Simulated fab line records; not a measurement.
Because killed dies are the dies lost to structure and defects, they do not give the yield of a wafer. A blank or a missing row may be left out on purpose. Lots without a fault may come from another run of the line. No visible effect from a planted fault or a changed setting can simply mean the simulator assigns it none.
The tool behind it: which one?    flow sky130    33 wafers from 11 lots sampled at 2 of the route's 708 steps

WHAT THE GAUGES READ, wafer by wafer
SKY_VIA3_OVL_MEAS_13. Usual: VIA3_OVL typically reads -1 nm, with standard deviation 5.
lot   measured      on          VIA3_OVL (nm)  flag
L915  day 39 14:01  overlay-02  6 -3 -2        
L916  day 39 15:10  overlay-02  3 5 5          
L917  day 40 09:19  overlay-01  5 2 -1         
L920  day 41 09:03  overlay-01  0 -10 4        
L921  day 41 13:15  overlay-02  -4 -1 -1       
L929  day 43 22:37  overlay-01  -3 7 2         
L930  day 44 04:17  overlay-02  2 3 6          
L931  day 44 10:20  overlay-02  -8 -19 -4      
L934  day 45 00:16  overlay-01  1 -6 -4        
L936  day 45 05:53  overlay-02  -13 1 0        
L937  day 45 17:40  overlay-01  -3 5 8         

WHICH TOOL RAN EACH LOT (tool, then ch and the chambers of the sampled wafers, then the start)
lot   SKY_METAL3_ETCH_16
L915  rie_metal-02 ch 0,1, day 38 12:13
L916  rie_metal-02 ch 0,1, day 38 12:58
L917  rie_metal-01 ch 0,1, day 39 07:22
L920  rie_metal-01 ch 0,1, day 40 07:29
L921  rie_metal-02 ch 0,1, day 40 11:15
L929  rie_metal-03 ch 0,1, day 42 22:10
L930  rie_metal-01 ch 0,1, day 43 03:57
L931  rie_metal-03 ch 0,1, day 43 10:04
L934  rie_metal-01 ch 0,1, day 44 00:09
L936  rie_metal-02 ch 0,1, day 44 06:29
L937  rie_metal-02 ch 0,1, day 44 19:08
- SKY_METAL3_ETCH_16: etches BARC in N2/H2, stops on SiO2, time 88.2 s, target depth 60 nm.

AS READ BY THE TOOLS THEMSELVES (means over the sampled wafers that have a number; for cases with no such wafer, the mark the record gives instead)
SKY_METAL3_ETCH_16. Usual: chamber_pressure_mTorr 30.00 mTorr, standard deviation 0.035; drypump_motor_current_A 5.9 A, standard deviation 0.57; oes_product_au 0.625 a.u., standard deviation 0.0045; throttle_valve_pct 13.206 %, standard deviation 0.0083.
lot   tool          chamber_pressure_mTorr (mTorr)  drypump_motor_current_A (A)  oes_product_au (a.u.)  throttle_valve_pct (%)  flag
L915  rie_metal-02  30.00                           5.5                          0.626                  13.194                  
L916  rie_metal-02  29.99                           5.5                          0.627                  13.208                  
L917  rie_metal-01  29.99                           6.1                          0.625                  13.196                  
L920  rie_metal-01  29.99                           6.0                          0.622                  13.211                  
L921  rie_metal-02  29.99                           5.5                          0.626                  13.204                  
L929  rie_metal-03  30.00                           6.1                          0.627                  13.198                  
L930  rie_metal-01  30.00                           6.1                          0.624                  13.208                  
L931  rie_metal-03  30.01                           6.2                          0.628                  13.201                  
L934  rie_metal-01  29.99                           6.1                          0.624                  13.196                  
L936  rie_metal-02  30.01                           5.5                          0.628                  13.212                  
L937  rie_metal-02  30.00                           6.1                          0.623                  13.220                  

THE ANSWER, worked out from the rows above alone
Rule: take the mean of a lot's wafers that have a number; if it is more than 3 standard deviations from the usual mean, the lot is off. Also off: a lot with no number at a reading for which 4 or more lots have one. Any other lot the step has rows for is counted as sound. The gauges are gone through in route order, then the tools' own readings, and for those a lot's mean is taken as printed above. The first step at which some lot is off is used, and at that step the reading that is off furthest; a lot without a number counts as furthest.
Nothing can be told from this: no lot is off at any reading shown.

WHAT THE SIMULATOR PUT IN
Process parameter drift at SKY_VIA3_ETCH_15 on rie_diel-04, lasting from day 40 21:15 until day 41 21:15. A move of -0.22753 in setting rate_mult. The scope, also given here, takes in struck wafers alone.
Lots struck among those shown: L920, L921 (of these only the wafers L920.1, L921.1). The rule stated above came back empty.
